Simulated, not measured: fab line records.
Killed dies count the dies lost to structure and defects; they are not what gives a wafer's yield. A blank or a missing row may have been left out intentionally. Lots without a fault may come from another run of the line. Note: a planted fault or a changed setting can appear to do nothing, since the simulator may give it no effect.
fab line records -- flow gf180mcu
record lots=13, wafers=39, last-day=34
route steps=602 shown DNWELL@39 M1@316 V3@453
lots with no fault: from the same line, run without faults
start-h: hours from the record's first day to the start of the lot's first wafer shown -- wait-h: hours since the lot's step before -- " as in the row above -- L1.1+2: a single row standing in for several wafers -- - no value, or no start given -- * or withheld: withheld -- < > ~ a bound
route shown NAME@n: NAME is a module with steps in the file, n the number in the route of the first one -- usual: mean and standard deviation over wafers with no fault -- same: alike in all rows -- chamber/n: place in a boat -- sites: per-site readings -- _std_site: standard deviation of those values -- _edge_site: inner sites' mean taken away from outer sites' mean -- radius-mm: how far each site lies from the wafer's centre -- mask NAME#n: copy n -- behind: the tool/chamber that last shaped the wafer -- hold: cause of the lot's hold/its duration in hours/its outcome -- device: which transistor (n, p or np) failed to switch -- end of line: tests run on the same wafers once the route is complete -- for a step that has no rows: nothing shown but its recipe -- killed: dies that structure and defects cost at the first sort, which is not the same as the wafer's yield -- map: shows each die of a wafer: x if killed, . if not, _ if none is there
set.NAME: the setting as run; set.NAME@STEP: as run at that earlier step -- model.NAME: the simulator's own value behind a step, which no gauge read
one table for each step of the route and one row for each wafer, over a sample of lots
services: when a tool's chamber went out of use (start-h, in hours from the record's first day, below 0 if earlier), for how many hours, and the reason
## steps
# step GF_DNWELL_IMPLANT_07
# recipe species=P, energy-kev=1500, dose-cm2=1e+13, tilt-deg=0
# usual beam-on-s=10.00/0.2, faraday-current-uA=56.4/1.2
lot.wafer,tool,chamber,start-h,wait-h,beam-on-s,faraday-current-uA
L339.1,implanter-04,0,42.77,-,9.83,57.4
L339.4,implanter-04,0,42.77,-,9.88,57.1
L339.6,implanter-04,0,42.77,-,9.98,56.5
L341.1,implanter-04,0,55.67,-,9.79,57.8
L341.5,implanter-04,0,55.67,-,10.46,54.0
L341.6,implanter-04,0,55.67,-,10.00,56.4
L342.2,implanter-03,0,58.29,-,9.91,57.1
L342.5,implanter-03,0,58.29,-,10.06,56.1
L342.6,implanter-03,0,58.29,-,10.07,55.9
L343.3,implanter-04,0,62.82,-,9.88,57.4
L343.4,implanter-04,0,62.82,-,9.85,57.4
L343.6,implanter-04,0,62.82,-,10.04,56.2
L348.2,implanter-04,0,101.39,-,9.80,57.3
L348.3,implanter-04,0,101.39,-,9.68,58.2
L348.4,implanter-04,0,101.39,-,10.07,56.0
L349.3,implanter-03,0,101.67,-,14.36,39.2
L349.5,implanter-03,0,101.67,-,13.96,40.3
L349.6,implanter-03,0,101.67,-,14.26,39.5
L351.2,implanter-03,0,112.49,-,13.68,41.0
L351.4,implanter-03,0,112.49,-,14.43,39.0
L351.5,implanter-03,0,112.49,-,14.17,39.7
L353.2,implanter-01,0,124.09,-,9.68,58.1
L353.3,implanter-01,0,124.09,-,10.10,55.9
L353.6,implanter-01,0,124.09,-,10.36,54.3
L354.2,implanter-04,0,133.49,-,10.06,56.1
L354.4,implanter-04,0,133.49,-,9.86,57.2
L354.6,implanter-04,0,133.49,-,9.73,57.9
L357.2,implanter-04,0,145.84,-,9.94,56.8
L357.3,implanter-04,0,145.84,-,9.87,57.2
L357.4,implanter-04,0,145.84,-,10.00,56.0
L359.2,implanter-04,0,153.39,-,9.98,56.5
L359.3,implanter-04,0,153.39,-,10.17,55.6
L359.6,implanter-04,0,153.39,-,9.77,57.6
L361.2,implanter-04,0,160.14,-,10.34,54.6
L361.3,implanter-04,0,160.14,-,10.11,55.4
L361.6,implanter-04,0,160.14,-,10.08,56.1
L362.1,implanter-04,0,172.02,-,10.01,56.4
L362.2,implanter-04,0,172.02,-,9.92,56.7
L362.3,implanter-04,0,172.02,-,10.11,55.5
# step GF_DNWELL_TW_MEAS_09
# usual DNWELL_TW=1356/7.1
lot.wafer,tool,chamber,start-h,wait-h,DNWELL_TW
L339.1,film-metro-02,-,43.02,0.1,1361
L339.4,film-metro-02,-,43.02,0.1,1369
L339.6,film-metro-02,-,43.02,0.1,1366
L341.1,film-metro-02,-,55.92,0.1,1347
L341.5,film-metro-02,-,55.92,0.1,1349
L341.6,film-metro-02,-,55.92,0.1,1350
L342.2,film-metro-02,-,58.53,0.1,1345
L342.5,film-metro-02,-,58.53,0.1,1350
L342.6,film-metro-02,-,58.53,0.1,1350
L343.3,film-metro-02,-,63.04,0.1,1353
L343.4,film-metro-02,-,63.04,0.1,1360
L343.6,film-metro-02,-,63.04,0.1,1367
L348.2,film-metro-04,-,101.63,0.1,1353
L348.3,film-metro-04,-,101.63,0.1,1358
L348.4,film-metro-04,-,101.63,0.1,1361
L349.3,film-metro-01,-,101.89,0.1,1513
L349.5,film-metro-01,-,101.89,0.1,1515
L349.6,film-metro-01,-,101.89,0.1,1507
L351.2,film-metro-02,-,112.73,0.1,1527
L351.4,film-metro-02,-,112.73,0.1,1535
L351.5,film-metro-02,-,112.73,0.1,1527
L353.2,film-metro-01,-,124.33,0.1,1352
L353.3,film-metro-01,-,124.33,0.1,1347
L353.6,film-metro-01,-,124.33,0.1,1354
L354.2,film-metro-01,-,133.72,0.1,1349
L354.4,film-metro-01,-,133.72,0.1,1348
L354.6,film-metro-01,-,133.72,0.1,1352
L357.2,film-metro-01,-,146.07,0.1,1349
L357.3,film-metro-01,-,146.07,0.1,1349
L357.4,film-metro-01,-,146.07,0.1,1353
L359.2,film-metro-01,-,153.63,0.1,1355
L359.3,film-metro-01,-,153.63,0.1,1355
L359.6,film-metro-01,-,153.63,0.1,1362
L361.2,film-metro-04,-,160.38,0.1,1368
L361.3,film-metro-04,-,160.38,0.1,1357
L361.6,film-metro-04,-,160.38,0.1,1366
L362.1,film-metro-02,-,172.27,0.1,1365
L362.2,film-metro-02,-,172.27,0.1,1356
L362.3,film-metro-02,-,172.27,0.1,1359
# step GF_M1_SPUTTER_01
# recipe material=TiN, target-thk-nm=30, power-w=6500, time-s=25, chamber-pressure-pa=0.4
# usual throttle-valve-pct=29.7/1.5
lot.wafer,tool,chamber,start-h,wait-h,throttle-valve-pct
L339.1,pvd-sputter-03,-,356.54,0.1,30.6
L339.4,pvd-sputter-03,-,356.54,0.1,29.1
L339.6,pvd-sputter-03,-,356.54,0.1,30.5
L341.1,pvd-sputter-04,-,369.31,0.1,28.6
L341.5,pvd-sputter-04,-,369.31,0.1,30.6
L341.6,pvd-sputter-04,-,369.31,0.1,28.9
L342.2,pvd-sputter-03,-,384.23,0.1,28.8
L342.5,pvd-sputter-03,-,384.23,0.1,29.1
L342.6,pvd-sputter-03,-,384.23,0.1,29.0
L343.3,pvd-sputter-04,-,386.41,0.1,28.7
L343.4,pvd-sputter-04,-,386.41,0.1,30.7
L343.6,pvd-sputter-04,-,386.41,0.1,28.7
L348.2,pvd-sputter-04,-,451.34,0.1,29.1
L348.3,pvd-sputter-04,-,451.34,0.1,28.9
L348.4,pvd-sputter-04,-,451.34,0.1,30.7
L349.3,pvd-sputter-03,-,456.31,0.1,29.0
L349.5,pvd-sputter-03,-,456.31,0.1,29.0
L349.6,pvd-sputter-03,-,456.31,0.1,28.8
L351.2,pvd-sputter-01,-,481.82,0.1,27.1
L351.4,pvd-sputter-01,-,481.82,0.1,32.5
L351.5,pvd-sputter-01,-,481.82,0.1,30.4
L353.2,pvd-sputter-03,-,495.71,0.1,29.0
L353.3,pvd-sputter-03,-,495.71,0.1,28.7
L353.6,pvd-sputter-03,-,495.71,0.1,28.7
L354.2,pvd-sputter-01,-,514.61,0.1,30.9
L354.4,pvd-sputter-01,-,514.61,0.1,26.9
L354.6,pvd-sputter-01,-,514.61,0.1,27.0
L357.2,pvd-sputter-03,-,529.46,0.1,28.6
L357.3,pvd-sputter-03,-,529.46,0.1,29.0
L357.4,pvd-sputter-03,-,529.46,0.1,30.6
L359.2,pvd-sputter-01,-,544.36,0.1,32.6
L359.3,pvd-sputter-01,-,544.36,0.1,30.8
L359.6,pvd-sputter-01,-,544.36,0.1,32.4
L361.2,pvd-sputter-01,-,550.57,0.1,30.8
L361.3,pvd-sputter-01,-,550.57,0.1,30.3
L361.6,pvd-sputter-01,-,550.57,0.1,27.3
L362.1,pvd-sputter-01,-,566.71,0.1,30.6
L362.2,pvd-sputter-01,-,566.71,0.1,30.1
L362.3,pvd-sputter-01,-,566.71,0.1,26.8
# step GF_V3_RS_MEAS_24
# recipe thk-meas-gauge=four-point-probe, reads=W_of_V3_CVD_23+TiN_of_V3_SPUTTER_22+Ti_of_V3_SPUTTER_21
# usual V3_W_RS=0.3269/0.0027
lot.wafer,tool,chamber,start-h,wait-h,V3_W_RS[ohm/sq]
L339.1,film-metro-03,-,504.09,0.1,0.3294
L339.4,film-metro-03,-,504.09,0.1,0.3292
L339.6,film-metro-03,-,504.09,0.1,0.3303
L341.1,film-metro-02,-,518.64,0.1,0.3221
L341.5,film-metro-02,-,518.64,0.1,0.3233
L341.6,film-metro-02,-,518.64,0.1,0.3201
L342.2,film-metro-04,-,534.22,0.1,0.3215
L342.5,film-metro-04,-,534.22,0.1,0.3272
L342.6,film-metro-04,-,534.22,0.1,0.3222
L343.3,film-metro-03,-,536.88,0.1,0.3274
L343.4,film-metro-03,-,536.88,0.1,0.3279
L343.6,film-metro-03,-,536.88,0.1,0.3297
L348.2,film-metro-03,-,597.06,0.1,0.3255
L348.3,film-metro-03,-,597.06,0.1,0.3280
L348.4,film-metro-03,-,597.06,0.1,0.3228
L349.3,film-metro-02,-,601.43,0.1,0.3297
L349.5,film-metro-02,-,601.43,0.1,0.3245
L349.6,film-metro-02,-,601.43,0.1,0.3257
L351.2,film-metro-02,-,624.91,0.1,0.3243
L351.4,film-metro-02,-,624.91,0.1,0.3260
L351.5,film-metro-02,-,624.91,0.1,0.3271
L353.2,film-metro-02,-,636.36,0.1,0.3254
L353.3,film-metro-02,-,636.36,0.1,0.3224
L353.6,film-metro-02,-,636.36,0.1,0.3271
L354.2,film-metro-03,-,653.60,0.2,0.3282
L354.4,film-metro-03,-,653.60,0.2,0.3295
L354.6,film-metro-03,-,653.60,0.2,0.3273
L357.2,film-metro-02,-,663.22,0.1,0.3285
L357.3,film-metro-02,-,663.22,0.1,0.3242
L357.4,film-metro-02,-,663.22,0.1,0.3302
L359.2,film-metro-02,-,677.01,0.1,0.3218
L359.3,film-metro-02,-,677.01,0.1,0.3265
L359.6,film-metro-02,-,677.01,0.1,0.3298
L361.2,film-metro-04,-,682.32,0.1,0.3293
L361.3,film-metro-04,-,682.32,0.1,0.3277
L361.6,film-metro-04,-,682.32,0.1,0.3299
L362.1,film-metro-04,-,696.65,0.1,0.3320
L362.2,film-metro-04,-,696.65,0.1,0.3286
L362.3,film-metro-04,-,696.65,0.1,0.3288
# step GF_V3_CMP_26
# recipe stop-on=SiO2, down-force-psi=3.5, platen-rpm=60, t-overpolish-s=15, target-thk-nm=0, pad-velocity-m-s=0.94248
# usual head-pressure-psi=3.499/0.0074, motor-current-A=10.6/0.93, overpolish-run-s=15.001/0.0094, platen-rpm=59.99/0.039, time-to-endpoint-s=85/3.7
lot.wafer,tool,chamber,start-h,wait-h,head-pressure-psi,motor-current-A,overpolish-run-s,platen-rpm,time-to-endpoint-s
L339.4,cmp-01,0,504.32,0.1,3.516,10.6,14.998,60.00,75
L339.1,cmp-01,2,504.32,0.1,3.488,12.3,15.012,60.06,82
L339.6,cmp-01,0,504.32,0.1,3.494,10.4,15.005,60.02,77
L341.1,cmp-02,3,518.87,0.1,3.497,9.9,14.994,59.98,85
L341.5,cmp-02,2,518.87,0.1,3.510,9.5,15.009,59.95,88
L341.6,cmp-02,3,518.87,0.1,3.502,10.5,15.010,60.04,82
L342.2,cmp-02,2,534.48,0.1,3.502,9.2,14.998,59.97,88
L342.5,cmp-02,0,534.48,0.1,3.505,11.0,15.009,59.98,83
L342.6,cmp-02,1,534.48,0.1,3.500,12.1,14.995,59.93,88
L343.4,cmp-02,2,537.07,0.1,3.501,9.6,15.017,60.00,87
L343.3,cmp-02,3,537.07,0.1,3.487,9.7,14.988,60.04,82
L343.6,cmp-02,2,537.07,0.1,3.499,9.5,15.020,60.00,88
L348.4,cmp-02,1,597.22,0.0,3.496,11.7,14.994,59.93,90
L348.3,cmp-02,2,597.22,0.0,3.508,9.3,14.991,59.93,87
L348.2,cmp-02,3,597.22,0.0,3.497,10.4,14.992,60.00,86
L349.3,cmp-02,1,601.62,0.1,3.494,11.1,15.017,59.99,83
L349.6,cmp-02,0,601.62,0.1,3.494,11.1,14.999,60.01,83
L349.5,cmp-02,1,601.62,0.1,3.505,11.8,14.990,59.97,84
L351.4,cmp-01,0,625.07,0.0,3.504,10.0,15.030,60.00,80
L351.2,cmp-01,3,625.07,0.0,3.512,9.4,14.999,60.04,84
L351.5,cmp-01,0,625.07,0.0,3.503,10.6,14.999,59.99,78
L353.3,cmp-01,0,636.52,0.0,3.491,10.4,15.013,59.98,83
L353.2,cmp-01,1,636.52,0.0,3.491,11.6,14.999,60.00,85
L353.6,cmp-01,0,636.52,0.0,3.484,10.5,14.999,60.00,80
L354.4,cmp-02,3,653.76,0.0,3.500,9.8,15.009,59.92,82
L354.2,cmp-02,1,653.76,0.0,3.504,11.4,15.000,59.93,84
L354.6,cmp-02,3,653.76,0.0,3.490,10.0,15.008,59.95,81
L357.3,cmp-01,2,663.43,0.1,3.493,11.3,15.002,59.98,87
L357.2,cmp-01,3,663.43,0.1,3.500,10.3,15.001,59.99,85
L357.4,cmp-01,0,663.43,0.1,3.487,10.0,15.001,60.00,81
L359.3,cmp-02,1,677.27,0.1,3.498,12.1,15.010,60.01,90
L359.2,cmp-02,2,677.27,0.1,3.496,9.6,14.998,60.01,93
L359.6,cmp-02,0,677.27,0.1,3.512,10.7,15.005,60.05,90
L361.2,cmp-02,3,682.53,0.1,3.506,9.7,15.002,59.92,85
L361.3,cmp-02,0,682.53,0.1,3.498,10.3,15.004,60.03,83
L361.6,cmp-02,2,682.53,0.1,3.493,9.3,14.997,59.91,85
L362.3,cmp-02,3,696.88,0.1,3.487,10.1,14.993,60.00,86
L362.1,cmp-02,0,696.88,0.1,3.491,10.8,15.017,59.98,87
L362.2,cmp-02,1,696.88,0.1,3.489,11.7,14.991,59.92,88
## services
tool,chamber,start-h,hours,kind
cmp-02,-,64.00,4.0,pm
cmp-02,-,68.00,4.9,pm
cmp-02,-,79.40,0.7,repair
cmp-02,-,93.13,0.2,repair
cmp-02,-,117.51,1.1,repair
cmp-02,-,149.62,2.6,repair
cmp-02,-,160.35,2.4,repair
cmp-02,-,181.41,0.8,repair
cmp-02,-,199.42,1.8,repair
implanter-04,-,199.69,3.1,repair
cmp-02,-,209.40,3.9,repair
implanter-04,-,213.58,2.2,repair
cmp-02,-,236.16,7.3,pm
cmp-02,-,260.32,0.3,repair
implanter-04,-,261.89,2.7,repair
cmp-02,-,279.13,0.3,repair
cmp-02,-,290.85,0.7,repair
cmp-02,-,309.17,4.4,repair
cmp-02,-,366.80,15.1,pm
cmp-02,-,404.00,4.0,pm
cmp-02,-,424.36,4.6,repair
cmp-02,-,432.24,4.4,pm
implanter-04,-,460.15,5.9,pm
implanter-04,-,470.47,0.7,repair
## key
first-sign step=GF_DNWELL_IMPLANT_07, reading=beam-on-s, direction=up, sigmas=20, usual=10.00, struck=14.14
effect step=GF_DNWELL_IMPLANT_07, reading=faraday-current-uA, direction=down, sigmas=14, usual=56.4, struck=39.8
effect step=GF_DNWELL_TW_MEAS_09, reading=DNWELL_TW, direction=up, sigmas=23, usual=1356, struck=1521
met-at GF_DNWELL_IMPLANT_07
struck-lots L349,L351
tester-left-out L349,L351
not-acting-at GF_M1_SPUTTER_01,GF_V3_RS_MEAS_24,GF_V3_CMP_26
onset-between 58.29 101.67
fault kind=process-parameter-drift, tool=implanter-03, chamber=-, onset-h=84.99, steps=GF_DNWELL_IMPLANT_07, channel=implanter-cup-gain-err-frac, offset=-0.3, shape=step, end-h=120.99
# tester-left-out: of these lots the tester's yield and bins aren't shown, on N5 and GAA mostly nor the transistor test; their killed dies are dies lost to structure and defects alone, not to doping, threshold or leakage, so they don't give the yield
